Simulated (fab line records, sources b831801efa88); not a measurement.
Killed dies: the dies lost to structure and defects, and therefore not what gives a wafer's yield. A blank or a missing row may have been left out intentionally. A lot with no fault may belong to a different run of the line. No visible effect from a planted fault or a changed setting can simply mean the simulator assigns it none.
The tool behind it: which one? / flow gf180mcu / 14 lots, 42 wafers sampled, at 5 steps of a route of 602

## WHAT THE GAUGES READ, wafer by wafer
GF_CONTACT_CD_MEAS_14 targets a cd of 220 nm. Usual: cd-nm at 219.9 nm, with a standard deviation of 1.3.
lot=L435; measured=day 16 15:33; on=cd-sem-02; cd-nm (nm)=221.5 223.0 221.2; flag=
lot=L436; measured=day 17 00:39; on=cd-sem-02; cd-nm (nm)=219.5 217.7 217.1; flag=
lot=L439; measured=day 17 19:22; on=cd-sem-02; cd-nm (nm)=220.4 221.1 219.6; flag=
lot=L440; measured=day 18 04:47; on=cd-sem-01; cd-nm (nm)=221.0 220.9 220.7; flag=
lot=L441; measured=day 18 17:08; on=cd-sem-02; cd-nm (nm)=219.6 218.8 219.2; flag=
lot=L442; measured=day 19 04:31; on=cd-sem-02; cd-nm (nm)=220.2 219.7 220.3; flag=
lot=L443; measured=day 19 09:09; on=cd-sem-02; cd-nm (nm)=218.3 217.8 219.2; flag=
lot=L444; measured=day 19 15:48; on=cd-sem-01; cd-nm (nm)=218.6 219.2 220.0; flag=
lot=L448; measured=day 21 03:57; on=cd-sem-02; cd-nm (nm)=253.2 253.8 254.0; flag=OFF
lot=L449; measured=day 21 13:52; on=cd-sem-02; cd-nm (nm)=252.4 254.8 253.7; flag=OFF
lot=L450; measured=day 21 23:33; on=cd-sem-01; cd-nm (nm)=222.4 223.0 222.8; flag=
lot=L452; measured=day 22 09:58; on=cd-sem-01; cd-nm (nm)=241.2 242.0 241.4; flag=OFF
lot=L454; measured=day 23 04:14; on=cd-sem-01; cd-nm (nm)=240.9 239.8 241.2; flag=OFF
lot=L457; measured=day 24 03:15; on=cd-sem-02; cd-nm (nm)=221.2 221.5 221.6; flag=

GF_V3_THK_MEAS_03. Usual: V3_CVD_02_THK 849 nm, standard deviation 11.
lot=L435; measured=day 21 23:40; on=film-metro-01; V3_CVD_02_THK (nm)=849 854 868; flag=
lot=L436; measured=day 22 08:08; on=film-metro-04; V3_CVD_02_THK (nm)=844 838 862; flag=
lot=L439; measured=day 23 03:29; on=film-metro-01; V3_CVD_02_THK (nm)=843 847 852; flag=
lot=L440; measured=day 23 10:32; on=film-metro-01; V3_CVD_02_THK (nm)=833 839 840; flag=
lot=L441; measured=day 23 23:56; on=film-metro-04; V3_CVD_02_THK (nm)=828 851 839; flag=
lot=L442; measured=day 24 09:51; on=film-metro-04; V3_CVD_02_THK (nm)=841 843 845; flag=
lot=L443; measured=day 24 15:08; on=film-metro-01; V3_CVD_02_THK (nm)=844 853 866; flag=
lot=L444; measured=day 24 20:22; on=film-metro-01; V3_CVD_02_THK (nm)=842 855 851; flag=
lot=L448; measured=day 26 05:34; on=film-metro-01; V3_CVD_02_THK (nm)=854 839 851; flag=
lot=L449; measured=day 26 14:19; on=film-metro-03; V3_CVD_02_THK (nm)=847 864 858; flag=
lot=L450; measured=day 26 22:26; on=film-metro-04; V3_CVD_02_THK (nm)=852 843 862; flag=
lot=L452; measured=day 27 07:54; on=film-metro-04; V3_CVD_02_THK (nm)=849 846 848; flag=
lot=L454; measured=day 28 00:38; on=film-metro-04; V3_CVD_02_THK (nm)=842 861 871; flag=
lot=L457; measured=day 28 20:29; on=film-metro-01; V3_CVD_02_THK (nm)=853 848 846; flag=

GF_V5_THK_MEAS_03. Usual: V5_CVD_02_THK 1452 nm, standard deviation 17.
lot=L435; measured=day 26 19:31; on=film-metro-04; V5_CVD_02_THK (nm)=1437 1444 1460; flag=
lot=L436; measured=day 27 05:16; on=film-metro-04; V5_CVD_02_THK (nm)=1443 1462 1468; flag=
lot=L439; measured=day 27 21:04; on=film-metro-01; V5_CVD_02_THK (nm)=1441 1469 1474; flag=
lot=L440; measured=day 28 03:35; on=film-metro-01; V5_CVD_02_THK (nm)=1460 1480 1447; flag=
lot=L441; measured=day 28 14:10; on=film-metro-01; V5_CVD_02_THK (nm)=1446 1454 1464; flag=
lot=L442; measured=day 29 01:05; on=film-metro-01; V5_CVD_02_THK (nm)=1469 1474 1442; flag=
lot=L443; measured=day 29 06:31; on=film-metro-04; V5_CVD_02_THK (nm)=1439 1436 1463; flag=
lot=L444; measured=day 29 09:16; on=film-metro-01; V5_CVD_02_THK (nm)=1414 1439 1454; flag=
lot=L448; measured=day 30 14:26; on=film-metro-04; V5_CVD_02_THK (nm)=1448 1446 1458; flag=
lot=L449; measured=day 30 22:17; on=film-metro-04; V5_CVD_02_THK (nm)=1440 1469 1450; flag=
lot=L450; measured=day 31 05:46; on=film-metro-03; V5_CVD_02_THK (nm)=1445 1476 1474; flag=
lot=L452; measured=day 31 13:50; on=film-metro-04; V5_CVD_02_THK (nm)=1450 1441 1430; flag=
lot=L454; measured=day 32 03:55; on=film-metro-03; V5_CVD_02_THK (nm)=1436 1444 1480; flag=
lot=L457; measured=day 32 19:16; on=film-metro-04; V5_CVD_02_THK (nm)=1452 1449 1465; flag=

## EACH LOT AND THE TOOL THAT RAN IT (in order: tool; ch and the chambers of the sampled wafers; start)
lot=L435; GF_CONTACT_EXPOSE_11=krf-scanner-01 ch 0, day 16 04:01; GF_V3_CVD_02=pecvd-02 ch 1,2, day 21 23:35
lot=L436; GF_CONTACT_EXPOSE_11=krf-scanner-01 ch 0, day 16 12:56; GF_V3_CVD_02=pecvd-01 ch 0,1,2, day 22 08:04
lot=L439; GF_CONTACT_EXPOSE_11=krf-scanner-02 ch 0, day 17 07:45; GF_V3_CVD_02=pecvd-03 ch 0,1,2, day 23 03:23
lot=L440; GF_CONTACT_EXPOSE_11=krf-scanner-01 ch 0, day 17 17:07; GF_V3_CVD_02=pecvd-03 ch 0,1, day 23 10:28
lot=L441; GF_CONTACT_EXPOSE_11=krf-scanner-02 ch 0, day 18 05:10; GF_V3_CVD_02=pecvd-03 ch 1,2, day 23 23:52
lot=L442; GF_CONTACT_EXPOSE_11=krf-scanner-02 ch 0, day 18 16:22; GF_V3_CVD_02=pecvd-03 ch 0,1,2, day 24 09:47
lot=L443; GF_CONTACT_EXPOSE_11=krf-scanner-01 ch 0, day 18 21:24; GF_V3_CVD_02=pecvd-02 ch 0,1, day 24 15:04
lot=L444; GF_CONTACT_EXPOSE_11=krf-scanner-02 ch 0, day 19 03:29; GF_V3_CVD_02=pecvd-03 ch 0,1,2, day 24 20:17
lot=L448; GF_CONTACT_EXPOSE_11=krf-scanner-01 ch 0, day 20 16:08; GF_V3_CVD_02=pecvd-02 ch 1,2, day 26 05:29
lot=L449; GF_CONTACT_EXPOSE_11=krf-scanner-01 ch 0, day 21 02:01; GF_V3_CVD_02=pecvd-02 ch 0,1, day 26 14:14
lot=L450; GF_CONTACT_EXPOSE_11=krf-scanner-02 ch 0, day 21 11:25; GF_V3_CVD_02=pecvd-01 ch 0,1, day 26 22:22
lot=L452; GF_CONTACT_EXPOSE_11=krf-scanner-01 ch 0, day 21 22:41; GF_V3_CVD_02=pecvd-03 ch 0,1,2, day 27 07:50
lot=L454; GF_CONTACT_EXPOSE_11=krf-scanner-01 ch 0, day 22 16:40; GF_V3_CVD_02=pecvd-01 ch 1,2, day 28 00:34
lot=L457; GF_CONTACT_EXPOSE_11=krf-scanner-02 ch 0, day 23 16:16; GF_V3_CVD_02=pecvd-02 ch 1, day 28 20:23
- GF_CONTACT_EXPOSE_11: exposes mask Contact, target cd 220 nm.
- GF_V3_CVD_02: deposits SiO2 from TEOS, target thk 850 nm, time 94.851 s.

## AS READ BY THE TOOLS THEMSELVES (means over the sampled wafers that have a number; for cases with no such wafer, the mark the record gives instead)
GF_CONTACT_EXPOSE_11. Usual: exposure-dose-mJ-cm2 at 38.01, with a standard deviation of 0.037.
lot=L435 tool=krf-scanner-01 exposure-dose-mJ-cm2=38.00 flag=
lot=L436 tool=krf-scanner-01 exposure-dose-mJ-cm2=38.03 flag=
lot=L439 tool=krf-scanner-02 exposure-dose-mJ-cm2=37.99 flag=
lot=L440 tool=krf-scanner-01 exposure-dose-mJ-cm2=38.02 flag=
lot=L441 tool=krf-scanner-02 exposure-dose-mJ-cm2=38.00 flag=
lot=L442 tool=krf-scanner-02 exposure-dose-mJ-cm2=38.04 flag=
lot=L443 tool=krf-scanner-01 exposure-dose-mJ-cm2=37.98 flag=
lot=L444 tool=krf-scanner-02 exposure-dose-mJ-cm2=37.99 flag=
lot=L448 tool=krf-scanner-01 exposure-dose-mJ-cm2=46.97 flag=OFF
lot=L449 tool=krf-scanner-01 exposure-dose-mJ-cm2=47.03 flag=OFF
lot=L450 tool=krf-scanner-02 exposure-dose-mJ-cm2=37.96 flag=
lot=L452 tool=krf-scanner-01 exposure-dose-mJ-cm2=43.74 flag=OFF
lot=L454 tool=krf-scanner-01 exposure-dose-mJ-cm2=43.19 flag=OFF
lot=L457 tool=krf-scanner-02 exposure-dose-mJ-cm2=38.03 flag=

GF_V3_CVD_02. Usual: heater-power-outer-w 369 W, standard deviation 80; heater-power-w 634 W, standard deviation 110.
lot=L435; tool=pecvd-02; heater-power-outer-w (W)=343; heater-power-w (W)=628; flag=
lot=L436; tool=pecvd-01; heater-power-outer-w (W)=455; heater-power-w (W)=752; flag=
lot=L439; tool=pecvd-03; heater-power-outer-w (W)=347; heater-power-w (W)=596; flag=
lot=L440; tool=pecvd-03; heater-power-outer-w (W)=326; heater-power-w (W)=558; flag=
lot=L441; tool=pecvd-03; heater-power-outer-w (W)=331; heater-power-w (W)=596; flag=
lot=L442; tool=pecvd-03; heater-power-outer-w (W)=365; heater-power-w (W)=643; flag=
lot=L443; tool=pecvd-02; heater-power-outer-w (W)=300; heater-power-w (W)=529; flag=
lot=L444; tool=pecvd-03; heater-power-outer-w (W)=351; heater-power-w (W)=599; flag=
lot=L448; tool=pecvd-02; heater-power-outer-w (W)=348; heater-power-w (W)=618; flag=
lot=L449; tool=pecvd-02; heater-power-outer-w (W)=307; heater-power-w (W)=533; flag=
lot=L450; tool=pecvd-01; heater-power-outer-w (W)=409; heater-power-w (W)=693; flag=
lot=L452; tool=pecvd-03; heater-power-outer-w (W)=340; heater-power-w (W)=600; flag=
lot=L454; tool=pecvd-01; heater-power-outer-w (W)=463; heater-power-w (W)=732; flag=
lot=L457; tool=pecvd-02; heater-power-outer-w (W)=318; heater-power-w (W)=546; flag=

## THE ANSWER, worked out from the rows above alone
Rule: lot off if the mean of its wafers having a number is beyond 3 standard deviations from the usual mean. Also off: a lot with no number at a reading for which 4 or more lots have one. All remaining lots with rows at the step are treated as sound. Order of review: gauges by route order, followed by the tools' own readings, for which a lot's mean as printed above is used. At the first step where some lot is off, the reading lying furthest off is the one used; lots without a number count as furthest.
Off at GF_CONTACT_CD_MEAS_14 (cd-nm): L448, L449, L452, L454.
A tool fits if, at a process step before that reading, it ran every lot that is off, and no sound lot after the first of them. Not tried: the gauges at GF_CONTACT_CD_MEAS_14; whatever is off there is also off at GF_CONTACT_EXPOSE_11, on other tools, and gauge error can't account for it. One fits: krf-scanner-01 at GF_CONTACT_EXPOSE_11. A fault onset in the window from L443 (day 18 21:24, its last sound lot) to L448 (day 20 16:08, its first lot off) fits.
On the lots that are off, the tool's own readings at GF_CONTACT_EXPOSE_11 differ by more than 5 times the standard deviation of the sound lots' means, which bears it out; exposure-dose-mJ-cm2 reads 45.23 there versus 38.00 on the sound lots.

## WHAT HAD BEEN PUT IN BY THE SIMULATOR
Drift in process parameters on krf-scanner-01 at GF_CONTACT_EXPOSE_11, starting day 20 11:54. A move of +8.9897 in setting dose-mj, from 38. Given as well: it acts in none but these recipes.
Lots struck among those shown: L448, L449, L452, L454. The rule above reached the same finding.
